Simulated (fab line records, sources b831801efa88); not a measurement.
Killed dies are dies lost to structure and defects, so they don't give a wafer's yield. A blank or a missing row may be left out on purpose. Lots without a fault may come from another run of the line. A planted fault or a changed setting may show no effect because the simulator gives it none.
fab line records | flow sky130
record lots=6 wafers=18 last_day=49
route steps=708 shown PWDE@52 NWELL@56 PAD_OPEN@708
lots that met no fault: from a run of the same line without faults
start_h: hours from the record's first day to the start of the lot's first wafer shown | wait_h: hours since the lot's step before | " the same as in the row above | L1.1+2: a row that stands for several wafers | - no value, or no start given | * or withheld: withheld | < > ~ a bound
route shown NAME@n: a module of which the file shows steps, and the number in the route of the first | usual: mean/standard deviation of fault-free wafers | same: alike in all rows | chamber/n: place in a boat | sites: the reading at each site | _std_site: their standard deviation | _edge_site: outer sites' mean less inner sites' | radius_mm: how far each site lies from the wafer's centre | mask NAME#n: copy n | behind: the tool/chamber that last shaped the wafer | hold: why the lot was held/for how many hours/how that ended | device: the transistor (n, p or np) that didn't switch | end of line: the same wafers' tests at the end of the route | a step without rows: its recipe alone | killed: dies lost to structure and defects at the first sort, not the wafer's yield | map: a wafer's dies, x killed, . not, _ none there
set.NAME: the setting as run; set.NAME@STEP: as run at that earlier step | model.NAME: the simulator's own value behind a step, which no gauge read
lots at some steps of the route; a table a step, a row a wafer
services: from which hour (start_h, from the record's first day; less than 0 if before it) a tool's chamber was out of use, for how many hours, and why
## steps
# step SKY_PWDE_OVL_MEAS_07
# usual PWDE_OVL=-0.8/1.3
# columns lot.wafer tool chamber start_h wait_h PWDE_OVL[nm]
L543.2 overlay-02 - 88.30 - -1.7
L543.3 " - " " -1.4
L543.4 " - " " -0.9
L544.1 overlay-01 - 97.05 - -0.8
L544.2 " - " " -0.8
L544.3 " - " " -1.0
L548.1 overlay-01 - 124.14 - -1.4
L548.4 " - " " -3.1
L548.6 " - " " 0.5
L550.3 overlay-01 - 128.65 - -4.1
L550.4 " - " " -3.0
L550.6 " - " " -3.5
L554.1 overlay-01 - 145.61 - 0.8
L554.4 " - " " 0.9
L554.6 " - " " 0.5
L556.2 overlay-01 - 167.06 - -1.8
L556.3 " - " " 0.5
L556.4 " - " " 0.5
# step SKY_PWDE_IMPLANT_08
# recipe species=B energy_kev=150 dose_cm2=3.6e+12 tilt_deg=withheld
# step SKY_PWDE_STRIP_09
# recipe chemistry=O2/N2 power_w=1400 pressure_mtorr=1500 platen_temp_c=withheld o2_flow_sccm=3000 n2_flow_sccm=300 overash_fraction=0.5
# usual chamber_pressure_mTorr=1500.2/1.5 drypump_motor_current_A=5.5/0.44 oes_product_au=0.723/0.0048 strip_time_to_endpoint_s=36.97/0.1
# columns lot.wafer tool chamber start_h wait_h chamber_pressure_mTorr drypump_motor_current_A oes_product_au rf_hours_counter_h strip_time_to_endpoint_s
L543.2 plasma_asher-04 0 88.48 0.1 1499.3 5.8 0.721 40 37.05
L543.3 " 0 " " 1498.4 5.8 0.712 - 36.99
L543.4 " 1 " " 1501.8 5.7 0.726 - 37.00
L544.1 plasma_asher-01 1 97.23 0.1 1499.5 5.5 0.718 40 37.09
L544.2 " 0 " " 1501.3 5.3 0.726 40 37.06
L544.3 " 1 " " 1500.6 5.5 0.721 - 37.08
L548.1 plasma_asher-02 0 124.32 0.1 1500.8 6.1 0.721 32 36.97
L548.4 " 1 " " 1502.3 4.8 0.719 - 37.03
L548.6 " 1 " " 1498.7 4.8 0.728 - 37.01
L550.3 plasma_asher-02 1 128.86 0.1 1500.9 4.8 0.723 - 37.07
L550.4 " 0 " " 1498.9 6.1 0.716 - 36.96
L550.6 " 0 " " 1499.0 6.1 0.728 - 36.92
L554.1 plasma_asher-02 1 145.79 0.1 1500.1 4.8 0.719 34 36.93
L554.4 " 1 " " 1500.2 4.8 0.725 - 37.04
L554.6 " 0 " " 1499.0 6.1 0.726 - 37.10
L556.2 plasma_asher-02 0 167.24 0.1 1503.8 6.1 0.725 36 36.98
L556.3 " 0 " " 1500.6 6.1 0.713 - 37.04
L556.4 " 1 " " 1500.9 4.8 0.718 - 37.00
# step SKY_PWDE_TW_MEAS_10
# usual PWDE_TW=374.2/1.4
# columns lot.wafer tool chamber start_h wait_h PWDE_TW
L543.2 film_metro-03 - 88.59 0.1 372.6
L543.3 " - " " 373.5
L543.4 " - " " 374.7
L544.1 film_metro-04 - 97.33 0.1 373.8
L544.2 " - " " 372.6
L544.3 " - " " 374.0
L548.1 film_metro-01 - 124.42 0.1 372.2
L548.4 " - " " 375.1
L548.6 " - " " 375.3
L550.3 film_metro-03 - 128.94 0.1 374.1
L550.4 " - " " 374.2
L550.6 " - " " 374.9
L554.1 film_metro-01 - 145.89 0.1 374.3
L554.4 " - " " 374.9
L554.6 " - " " 374.4
L556.2 film_metro-04 - 167.35 0.1 373.2
L556.3 " - " " 375.1
L556.4 " - " " 374.5
# step SKY_NWELL_DEHYDRATE_03
# recipe temp_c=200 time_s=60
# step SKY_NWELL_HMDS_04
# recipe prime_time_s=58.45 prime_temp_c=120
# step SKY_NWELL_COAT_05
# recipe spin_rpm=2000 resist_thk_nm=3000
# step SKY_NWELL_SOFTBAKE_06
# recipe temp_c=110 time_s=withheld
# step SKY_NWELL_EXPOSE_07
# recipe mask_id=NWM na=0.6 source_shape=conventional sigma_outer=0.6 polarization=unpolarized target_cd_nm=840 dose_mj=255
# step SKY_NWELL_PEB_08
# recipe temp_c=115 time_s=withheld
# step SKY_NWELL_DEVELOP_09
# recipe wall_angle_deg=90 developer=TMAH develop_time_s=60 dev_temp_c=23
# step SKY_NWELL_OVL_MEAS_10
# usual NWELL_00_OVL=-1.2/1.5
# columns lot.wafer tool chamber start_h wait_h NWELL_00_OVL[nm]
L543.2 overlay-01 - 105.30 - -3.8
L543.3 " - " " -5.3
L543.4 " - " " -2.5
L544.1 overlay-01 - 114.84 - -2.1
L544.2 " - " " -3.6
L544.3 " - " " -3.3
L548.1 overlay-01 - 142.05 - 0.3
L548.4 " - " " -1.2
L548.6 " - " " -1.0
L550.3 overlay-02 - 146.40 - 0.6
L550.4 " - " " -0.6
L550.6 " - " " -0.9
L554.1 overlay-01 - 165.29 - -1.0
L554.4 " - " " -2.1
L554.6 " - " " -1.2
L556.2 overlay-01 - 187.80 - -2.5
L556.3 " - " " -1.2
L556.4 " - " " -3.9
# step SKY_NWELL_IMPLANT_11
# recipe species=P energy_kev=400 dose_cm2=1.9e+13 tilt_deg=withheld
# usual beam_energy_keV=400.01/0.13
# columns lot.wafer tool chamber start_h wait_h beam_energy_keV model.implant.drp_nm
L543.2 implanter-02 0 105.36 0.0 400.04 116.9
L543.3 " 0 " " 399.95 116.9
L543.4 " 0 " " 400.05 116.9
L544.1 implanter-04 0 114.88 0.0 400.03 116.9
L544.2 " 0 " " 399.91 116.9
L544.3 " 0 " " 400.04 116.9
L548.1 implanter-04 0 142.08 0.0 407.46 118
L548.4 " 0 " " 407.24 118
L548.6 " 0 " " 407.25 118
L550.3 implanter-04 0 146.48 0.1 407.23 118
L550.4 " 0 " " 407.20 118
L550.6 " 0 " " 407.18 118
L554.1 implanter-01 0 165.32 0.0 399.92 116.9
L554.4 " 0 " " 400.00 116.9
L554.6 " 0 " " 399.86 116.9
L556.2 implanter-02 0 187.86 0.0 400.22 116.9
L556.3 " 0 " " 400.17 116.9
L556.4 " 0 " " 400.06 116.9
# step SKY_NWELL_IMPLANT_12
# recipe species=P energy_kev=120 dose_cm2=1.3e+12 tilt_deg=withheld
# step SKY_PAD_OPEN_PROBE_99
# usual killed_at_M0_to_M3=42/6.4 killed_at_M4_up=2.9/1.7 killed_at_contacts=25/5.2 killed_at_front_end=16/4.4 killed_at_other=0.4/0.65 killed_dies=86/9.2 killed_on_rim=17/3.9 killed_open=47/6.6 killed_short=39/5.8
# same gross_dies=492 killed_at_back_side=0
# columns lot.wafer tool chamber start_h wait_h killed_at_M0_to_M3 killed_at_M4_up killed_at_contacts killed_at_front_end killed_at_other killed_dies killed_on_rim killed_open killed_short
L548.1 prober-01 - 1140.94 0.1 37 1 22 12 1 73 14 43 30
L548.4 prober-01 - 1141.09 0.2 45 2 29 16 0 92 17 52 40
L548.6 prober-01 - 1141.19 0.2 49 3 19 8 0 79 15 34 45
L554.1 prober-02 - 1155.88 0.1 36 3 20 18 0 77 16 41 36
L554.4 prober-02 - 1156.03 0.2 48 2 22 16 1 89 18 46 41
L554.6 prober-02 - 1156.13 0.2 33 5 22 12 1 73 19 39 33
L556.2 prober-02 - 1177.33 0.1 36 5 24 20 0 85 15 47 38
L556.3 prober-02 - 1177.38 0.2 40 4 16 20 2 82 26 40 41
L556.4 prober-02 - 1177.43 0.2 40 7 25 23 0 95 16 44 51
# killed by level:class
L548.1 VIA1:geometric_particle:open=9 CONTACT:geometric_particle:open=8 VIA3:geometric_particle:open=7 LI_CONTACT:geometric_particle:open=6 POLY_GATE:geometric_particle:open=5 CONTACT:geometric_particle:short=5 VIA3:geometric_particle:short=5 METAL1:geometric_particle:short=4
L548.4 VIA1:geometric_particle:open=14 VIA2:geometric_particle:open=8 LI_CONTACT:geometric_particle:open=8 LOCAL_INTERCONNECT:geometric_particle:short=7 POLY_GATE:geometric_particle:open=6 CONTACT:geometric_particle:short=5 CONTACT:geometric_particle:open=5 VIA1:geometric_particle:short=5
L548.6 VIA2:geometric_particle:short=11 VIA1:geometric_particle:open=10 METAL3:geometric_particle:short=7 CONTACT:geometric_particle:open=6 METAL2:geometric_particle:short=6 LI_CONTACT:geometric_particle:open=5 LOCAL_INTERCONNECT:geometric_particle:short=5 VIA3:geometric_particle:open=5
L554.1 CONTACT:geometric_particle:open=8 CONTACT:geometric_particle:short=7 VIA1:geometric_particle:open=7 VIA2:geometric_particle:open=6 FIELD_ISO:geometric_particle:short=5 POLY_GATE:geometric_particle:open=5 VIA3:geometric_particle:open=4 METAL3:geometric_particle:short=4
L554.4 VIA1:geometric_particle:open=12 CONTACT:geometric_particle:open=10 VIA2:geometric_particle:open=9 METAL1:geometric_particle:short=6 FIELD_ISO:geometric_particle:short=5 VIA1:geometric_particle:short=5 VIA2:geometric_particle:short=5 LI_CONTACT:geometric_particle:open=4
L554.6 CONTACT:geometric_particle:open=9 VIA2:geometric_particle:open=8 METAL1:geometric_particle:short=7 CONTACT:geometric_particle:short=5 VIA3:geometric_particle:open=5 LOCAL_INTERCONNECT:geometric_particle:short=4 VIA1:geometric_particle:open=4 POLY_GATE:geometric_particle:open=3
L556.2 LI_CONTACT:geometric_particle:open=9 FIELD_ISO:geometric_particle:short=7 VIA1:geometric_particle:short=7 VIA1:geometric_particle:open=7 FIELD_ISO:geometric_particle:open=6 VIA2:geometric_particle:open=6 VIA3:geometric_particle:open=5 CONTACT:geometric_particle:open=4
L556.3 VIA1:geometric_particle:open=9 FIELD_ISO:geometric_particle:open=7 CONTACT:geometric_particle:open=7 METAL2:geometric_particle:short=7 FIELD_ISO:geometric_particle:short=6 METAL1:geometric_particle:short=5 VIA3:geometric_particle:open=5 METAL3:geometric_particle:short=5
L556.4 LI_CONTACT:geometric_particle:open=12 FIELD_ISO:geometric_particle:short=10 VIA1:geometric_particle:open=7 METAL2:geometric_particle:short=7 METAL4:geometric_particle:short=6 CONTACT:geometric_particle:short=5 CONTACT:geometric_particle:open=5 METAL1:geometric_particle:short=5
## services
# columns tool chamber start_h hours kind
implanter-01 - 68.53 5.1 repair
implanter-01 - 97.69 5.8 repair
plasma_asher-04 - 108.75 9.0 pm
plasma_asher-04 0 108.75 9.0 vent_cycle
plasma_asher-04 1 108.75 9.0 vent_cycle
implanter-04 - 112.16 2.6 repair
plasma_asher-04 0 117.75 - clean
plasma_asher-04 1 117.75 - clean
implanter-02 - 127.71 1.4 repair
implanter-04 - 147.05 4.2 pm
implanter-04 - 163.44 9.1 repair
implanter-04 - 187.40 4.2 pm
## key
first_sign step=SKY_NWELL_IMPLANT_11 reading=beam_energy_keV direction=up sigmas=56 usual=* struck=*
effect none on later readings
model_effect step=SKY_NWELL_IMPLANT_11 value=implant.drp_nm without=116.9 struck=118
met_at SKY_NWELL_IMPLANT_11
struck_wafers L548.1,L548.4,L548.6,L550.3,L550.4,L550.6
tester_left_out L548,L550
onset_between 114.88 142.08
fault kind=process_parameter_drift tool=implanter-04 chamber=- onset_h=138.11 steps=SKY_NWELL_IMPLANT_11 channel=energy_kev offset=* shape=step end_h=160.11 acts_in=* stated=*
# tester_left_out: of these lots the tester's yield and bins aren't shown, on N5 and GAA mostly nor the transistor test; their killed dies are dies lost to structure and defects alone, not to doping, threshold or leakage, so they don't give the yield
